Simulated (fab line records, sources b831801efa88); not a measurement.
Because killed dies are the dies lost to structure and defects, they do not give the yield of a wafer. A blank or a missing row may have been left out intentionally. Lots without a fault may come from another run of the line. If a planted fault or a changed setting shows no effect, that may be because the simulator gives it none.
2 desks looking at one fault :: flow gf180mcu :: numbers are kept per desk, each desk with only its own; the story behind them comes last

AT THE METROLOGY DESK
Lot by lot, what the gauges showed, no matter which tool ran the lot: averages of those sampled wafers that carry a number. Marked OUT: a lot whose mean sits more than 4 standard deviations from the usual mean, which makes it out of limits; the brackets give that distance.
Columns: A = SALICIDE_TIN_THK at GF_SALICIDE_THK_MEAS_05, usual 19.87 nm; B = M1_ALCU_THK at GF_M1_THK_MEAS_06, usual 454 nm; C = M2_ALCU_THK at GF_M2_THK_MEAS_06, usual 451 nm
lot: L119
first seen here: day 15 07:56
A: 19.96
B: 445
C: 451

lot: L120
first seen here: day 16 04:52
A: 19.85
B: 454
C: 444

lot: L122
first seen here: day 16 19:26
A: 19.67
B: 451
C: 450

lot: L125
first seen here: day 18 02:09
A: 19.86
B: 463
C: 449

lot: L130
first seen here: day 19 10:34
A: 21.50 (+7.8) OUT
B: 449
C: 455

lot: L132
first seen here: day 20 06:58
A: 19.63
B: 455
C: 444

lot: L133
first seen here: day 20 16:33
A: 19.53
B: 458
C: 456

lot: L135
first seen here: day 21 12:41
A: 20.05
B: 448
C: 453

lot: L136
first seen here: day 21 13:38
A: 19.56
B: 451
C: 441

lot: L138
first seen here: day 22 12:47
A: 19.76
B: 458
C: 446

lot: L140
first seen here: day 23 06:06
A: 19.80
B: 457
C: 449

lot: L141
first seen here: day 23 11:07
A: 20.05
B: 462
C: 453

lot: L142
first seen here: day 23 18:08
A: 19.79
B: 458
C: 445
Finding of this desk: L130 out of limits, first seen on L130 at day 19 10:34 (SALICIDE_TIN_THK at GF_SALICIDE_THK_MEAS_05). Within limits: L119, L120, L122, L125, L132, L133, L135, L136, L138, L140, L141, L142.

DESK OF THE TOOL OWNER: pvd_sputter-04
At GF_SALICIDE_SPUTTER_03 (material TiN, target thk 20 nm, time 16.7 s) the tool's own readings: per lot run on this tool, the mean of the sampled wafers that have a number. Marked OUT: a lot whose mean sits more than 4 standard deviations from the usual mean, which makes it out of limits; the brackets give that distance.
Columns: A = throttle_valve_pct at GF_SALICIDE_SPUTTER_03, usual 30.4 %
lot: L120
first seen here: day 16 04:44
A: 30.3

lot: L125
first seen here: day 18 02:01
A: 30.3

lot: L130
first seen here: day 19 10:26
A: 30.2
This desk's verdict: no lot among the 3 shows anything out of limits.

BROUGHT TOGETHER
On L130, the metrology desk was in a position to raise an alarm at day 19 10:34.
Nothing out of limits was seen by the tool owner's desk.
The tool owner's desk has L130 on record, within its limits.
All the named lots went through GF_SALICIDE_SPUTTER_03 on pvd_sputter-04.

WHAT WAS PUT IN BY THE SIMULATOR
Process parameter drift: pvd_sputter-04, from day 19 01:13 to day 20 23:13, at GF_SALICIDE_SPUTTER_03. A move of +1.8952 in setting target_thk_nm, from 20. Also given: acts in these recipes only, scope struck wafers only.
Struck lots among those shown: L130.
Delay in hours, fault start to first out-of-limits reading, per desk: metrology desk 9.
